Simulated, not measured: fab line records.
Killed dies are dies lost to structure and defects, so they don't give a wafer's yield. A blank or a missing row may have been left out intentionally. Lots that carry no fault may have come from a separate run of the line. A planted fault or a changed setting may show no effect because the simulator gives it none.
Struck lot and sound lot, side by side    flow sky130    17 steps out of a route of 708
Sound: these wafers, L950.2, L950.3, L950.5. Struck: wafer L952.6 (left out: L952.1, L952.2 of the same lot, which were not struck); the cause appears at the end.
Each step with rows lists, per side, the tool, then ch with its chambers, then its first start. Under that, the readings that differ: sound wafers    struck wafers    difference of the means    sigmas: that difference in standard deviations of wafers without a fault.
alike: a reading whose means differ by less than 2 such deviations, as well as words and numbers matching on both sides. not compared: withheld readings; readings where some wafer has no value; bounds like >300 that might hide an equal value; numbers whose values overlap and for which the record gives no deviation.
The two part at a step that has a row with sigmas, a row that says differs or no value, or rows on one side only. Numbers that don't overlap but have no deviation are shown without sigmas and don't part them. A reading missing from all wafers of one side parts the sides only when that side holds two or more wafers.

first, 3 steps without rows for these wafers: SKY_VIA3_EXPOSE_09 (exposes mask VIM3, target cd 200 nm); SKY_VIA3_PEB_10; SKY_VIA3_DEVELOP_11 (develop time 60 s).
SKY_VIA3_CD_MEAS_12: the cd target is 200 nm.
  sound: cd-sem-01 at day 39 15:19; struck: cd-sem-01 at day 40 11:59
  alike: cd-nm
SKY_VIA3_OVL_MEAS_13:
  sound: overlay-02 at day 39 15:25; struck: overlay-02 at day 40 12:07
  alike: VIA3_OVL
SKY_VIA3_ETCH_14: etches BARC in N2/H2, stops on SiO2, time 45.9 s, target depth 60 nm.
  sound on rie-diel-02 ch 0,2,3, day 39 15:27; struck on rie-diel-02 ch 2, day 40 12:08
reading                 sound                 struck  difference  sigmas
throttle-valve-pct (%)  13.239 13.236 13.230  13.212  -0.023      -3
  alike: drypump-motor-current-A, n2-flow-sccm, oes-product-au
  not compared: rf-hours-counter-h
SKY_VIA3_ETCH_15: etches SiO2 in C4F8/O2/Ar, stops on TiN, target depth 507 nm, time 78 s.
  sound on rie-diel-02 ch 0,2,3, day 39 15:29; struck on rie-diel-02 ch 2, day 40 12:11
  alike: oes-product-au
  not compared: rf-hours-counter-h
SKY_VIA3_STRIP_16: strips in O2/N2.
  sound on plasma-asher-03 ch 1, day 39 15:33; struck on plasma-asher-02 ch 1, day 40 12:15
  alike: drypump-motor-current-A, n2-flow-sccm, oes-product-au, strip-time-to-endpoint-s
  not compared: rf-hours-counter-h
then, 3 steps without rows for these wafers: SKY_VIA3_STRIP_17 (strips in post etch residue remover, time 1200 s); SKY_VIA3_CLEAN_18 (cleans in IPA, time 180 s); SKY_VIA3_CLEAN_19 (cleans in O3/DIW).
SKY_VIA3_SPUTTER_20: material TiN, target thk 20 nm, time 80 s.
  sound: pvd-sputter-03 at day 39 16:10; struck: pvd-sputter-02 at day 40 12:50
  alike: throttle-valve-pct
SKY_VIA3_CVD_21: deposits W, target thk 390 nm, time 117.31 s.
  sound on cvd-w-02 ch 1, day 39 16:16; struck on cvd-w-02 ch 0, day 40 12:54
reading                             sound              struck  difference  sigmas
heater-power-w (W)                  736 745 714        863     +131        +3
model.W_of_VIA3_CVD_21.thk-nm (nm)  391.1 388.2 387.9  655.7   +266.6      
  alike: heater-power-outer-w
SKY_VIA3_RS_MEAS_22: the measuring method here is four-point-probe.
  sound: film-metro-03 at day 39 16:30; struck: film-metro-03 at day 40 13:01
reading             sound                 struck  difference  sigmas
VIA3_W_RS (ohm/sq)  0.2928 0.2949 0.2952  0.1738  -0.1205     -50
SKY_VIA3_THK_MEAS_23: measures by xrf.
  sound: film-metro-03 at day 39 16:37; struck: film-metro-03 at day 40 13:08
  not compared: VIA3_W_THK
SKY_VIA3_CMP_24: polishes, stops on SiO2, t overpolish 20 s, target thk 0 nm.
  sound on cmp-02 ch 0,1, day 39 16:40; struck on cmp-01 ch 3, day 40 13:12
reading                 sound     struck  difference  sigmas
time-to-endpoint-s (s)  92 93 93  162     +69         +18
  alike: motor-current-A, slurry-flow-ml-min
SKY_METAL4_SPUTTER_00: material Ti, target thk 15 nm, time 10 s.
  sound: pvd-sputter-03 at day 39 16:58; struck: pvd-sputter-04 at day 40 13:30
  alike: throttle-valve-pct

WHERE THEY PART
First at SKY_VIA3_ETCH_14; last, within this record, at SKY_VIA3_CMP_24. Later steps at which nothing parts them and some readings are alike: SKY_METAL4_SPUTTER_00.

WHY: the cause the simulator had injected
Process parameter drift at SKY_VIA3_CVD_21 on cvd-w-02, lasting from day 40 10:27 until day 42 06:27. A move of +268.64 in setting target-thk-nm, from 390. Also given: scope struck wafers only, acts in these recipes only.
